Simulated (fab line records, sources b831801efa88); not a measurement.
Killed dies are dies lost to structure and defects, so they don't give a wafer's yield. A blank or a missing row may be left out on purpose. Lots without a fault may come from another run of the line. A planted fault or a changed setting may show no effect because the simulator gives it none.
A struck lot beside a sound one | flow sky130 | 26 steps out of a route of 708
Sound: wafers L621.1, L621.5, L621.6. Struck: wafer L625.3. (L625.2 of the same lot was not struck and is left out.) The cause comes at the end.
At each step with rows: each side's tool, then ch and its chambers, then its first start. Under that, the readings that differ: sound wafers | struck wafers | difference of the means | sigmas: that difference in standard deviations of wafers without a fault.
alike: readings whose means differ by less than 2 such deviations, and words and numbers that are the same on both sides. not compared: withheld readings, readings that some wafer has no value for, bounds like >300 that may hide the same value, and numbers for which the record gives no deviation and whose values overlap.
The two part at a step that has a row with sigmas, a row that says differs or no value, or rows on one side only. Numbers that don't overlap but have no deviation are shown without sigmas and don't part them. A reading that every wafer of one side lacks parts them only if that side has two wafers or more.

first, 8 steps without rows for these wafers: SKY_FIELD_ISO_DEHYDRATE_05 (time 60 s); SKY_FIELD_ISO_HMDS_06 (prime time 60 s); SKY_FIELD_ISO_COAT_07 (resist thk 60 nm); SKY_FIELD_ISO_COAT_08 (resist thk 450 nm); SKY_FIELD_ISO_SOFTBAKE_09 (time 90 s); SKY_FIELD_ISO_EXPOSE_10 (exposes mask FOM, target cd 150 nm); SKY_FIELD_ISO_PEB_11; SKY_FIELD_ISO_DEVELOP_12 (develop time 60 s).
SKY_FIELD_ISO_CD_MEAS_13: target cd 150 nm.
  sound on cd_sem-01, day 5 10:09; struck on cd_sem-02, day 6 03:04
  alike: cd_nm
SKY_FIELD_ISO_ETCH_14: etches BARC in N2/H2, stops on SiO2, time 45.9 s, target depth 60 nm.
  sound on rie_diel-02 ch 0,1,3, day 5 10:16; struck on rie_diel-03 ch 3, day 6 03:10
  alike: drypump_motor_current_A, oes_product_au, run_length_s, throttle_valve_pct
  not compared: rf_hours_counter_h
SKY_FIELD_ISO_ETCH_15: etches the open film in CHF3/O2, stops on Si, target depth 180 nm, time 72 s.
  sound on rie_diel-02 ch 0,1,3, day 5 10:19; struck on rie_diel-03 ch 3, day 6 03:13
  alike: O2_flow_sccm, drypump_motor_current_A, oes_product_au, run_length_s, throttle_valve_pct
  not compared: rf_hours_counter_h
SKY_FIELD_ISO_STRIP_16: strips in O2/N2.
  sound on plasma_asher-03 ch 0,1, day 5 10:22; struck on plasma_asher-04 ch 0, day 6 03:16
  reading               | sound             | struck | difference | sigmas
  oes_product_au (a.u.) | 0.385 0.374 0.377 | 0.390  | +0.011     | +2
  alike: drypump_motor_current_A, strip_time_to_endpoint_s
  not compared: rf_hours_counter_h
SKY_FIELD_ISO_ETCH_17: etches Si in HBr/Cl2/O2, target depth 342 nm, time 97.7 s.
  sound on rie_si-01 ch 0,3, day 5 10:28; struck on rie_si-02 ch 3, day 6 03:22
  reading                                     | sound             | struck | difference | sigmas
  run_length_s (s)                            | 126.5 125.8 126.5 | 91.4   | -34.9      | -76
  model.FIELD_ISO.feature_depth_nm (nm)       | 342.7 337.7 341.7 | 218.8  | -121.9     |
  model.etch.depth_nm (nm)                    | 342.7 337.7 341.7 | 218.8  | -121.9     |
  model.Si3N4_of_FIELD_ISO_CVD_03.thk_nm (nm) | 149.1 148.7 148.7 | 156.3  | +7.5       |
  alike: O2_flow_sccm, drypump_motor_current_A, mfc_cl2_sccm, oes_product_au, throttle_valve_pct
  not compared: rf_hours_counter_h
then, 5 steps without rows for these wafers: SKY_FIELD_ISO_WET_ETCH_18 (etches Si3N4 in H3PO4, target depth 25 nm, time 286 s); SKY_FIELD_ISO_CLEAN_19 (cleans in SC1/SC2, time 150 s); SKY_FIELD_ISO_CLEAN_20 (cleans in dHF, time 20 s); SKY_FIELD_ISO_WET_ETCH_21 (etches SiO2 in dHF, target depth 20 nm, time 400 s); SKY_FIELD_ISO_OXIDATION_22 (stabilise 600 s, purge 300 s, target thk 10 nm).
SKY_FIELD_ISO_THK_MEAS_23:
  sound on film_metro-03, day 5 12:02; struck on film_metro-01, day 6 06:14
  alike: FIELD_ISO_OXIDATION_01_THK
then, 1 step without rows for these wafers: SKY_FIELD_ISO_CVD_24 (deposits SiO2, target thk 595 nm, time 99.2 s).
SKY_FIELD_ISO_THK_MEAS_25:
  sound on film_metro-04, day 5 12:10; struck on film_metro-01, day 6 06:22
  alike: FIELD_ISO_CVD_24_THK
then, 1 step without rows for these wafers: SKY_FIELD_ISO_ANNEAL_26 (time 1800 s).
SKY_FIELD_ISO_CMP_27: polishes, stops on Si3N4, t overpolish 16 s, target thk 457.8 nm.
  sound on cmp-01 ch 0,2,3, day 5 13:55; struck on cmp-01 ch 2, day 6 09:48
  alike: motor_current_A, overpolish_run_s, platen_rpm, time_to_endpoint_s
SKY_FIELD_ISO_WET_ETCH_28: etches SiO2 in dHF, target depth 23.7 nm, time 47 s.
  sound on wet_bench-04 ch 3, day 5 14:07; struck on wet_bench-01 ch 3, day 6 10:06
  reading                                     | sound           | struck | difference | sigmas
  model.Si3N4_of_FIELD_ISO_CVD_03.thk_nm (nm) | 118.4 118 118.1 | 125.3  | +7.1       |
  alike: run_length_s
then, 1 step without rows for these wafers: SKY_FIELD_ISO_WET_ETCH_29 (etches Si3N4 in H3PO4, target depth 160 nm, time 1825 s).
-- the record jumps here: 44 days lie between the struck wafers' starts before and after (it left off in module FIELD_ISO and takes up again in module PAD_OPEN, whose first step shown is number 708 of the route) --
SKY_PAD_OPEN_PROBE_99:
  sound on prober-02, day 49 16:16; struck on prober-01, day 50 04:31
  reading                                 | sound                         | struck    | difference | sigmas
  model.etest.res_p_drift_20v.line_ohm_um | 1.193e+04 1.141e+04 1.163e+04 | 7866      | -3791      |
  model.etest.res_p_drift_20v.rs_ohm_sq   | 1.002e+04 9559 9802           | 6557      | -3237      |
  model.etest.pfet_16v.r_on_ohm_um        | 1.52e+04 1.484e+04 1.492e+04  | 1.234e+04 | -2.647e+03 |
  model.etest.res_iso_pwell.rs_ohm_sq     | 3044 2893 2972                | 1913      | -1057      |
  model.etest.nfet_16v.r_on_ohm_um        | 1.418e+04 1.424e+04 1.408e+04 | 1.352e+04 | -6.467e+02 |
  model.etest.res_iso_pwell.line_ohm_um   | 1153 1099 1120                | 728.7     | -395.3     |
  model.etest.res_nwell.line_ohm_um       | 1117 1092 1123                | 855.7     | -255.0     |
  model.etest.res_nwell.rs_ohm_sq         | 932.8 910.1 930.2             | 701.6     | -222.8     |
  alike: killed_at_M0_to_M3, killed_at_M4_up, killed_at_contacts, killed_at_front_end, killed_at_other, killed_dies, killed_open, killed_short

WHERE THEY PART
First at SKY_FIELD_ISO_STRIP_16; last, within this record, at SKY_FIELD_ISO_ETCH_17. Later steps at which nothing parts them and some readings are alike: SKY_FIELD_ISO_THK_MEAS_23, SKY_FIELD_ISO_THK_MEAS_25, SKY_FIELD_ISO_CMP_27, SKY_FIELD_ISO_WET_ETCH_28, SKY_PAD_OPEN_PROBE_99.

WHY: what the simulator had put in
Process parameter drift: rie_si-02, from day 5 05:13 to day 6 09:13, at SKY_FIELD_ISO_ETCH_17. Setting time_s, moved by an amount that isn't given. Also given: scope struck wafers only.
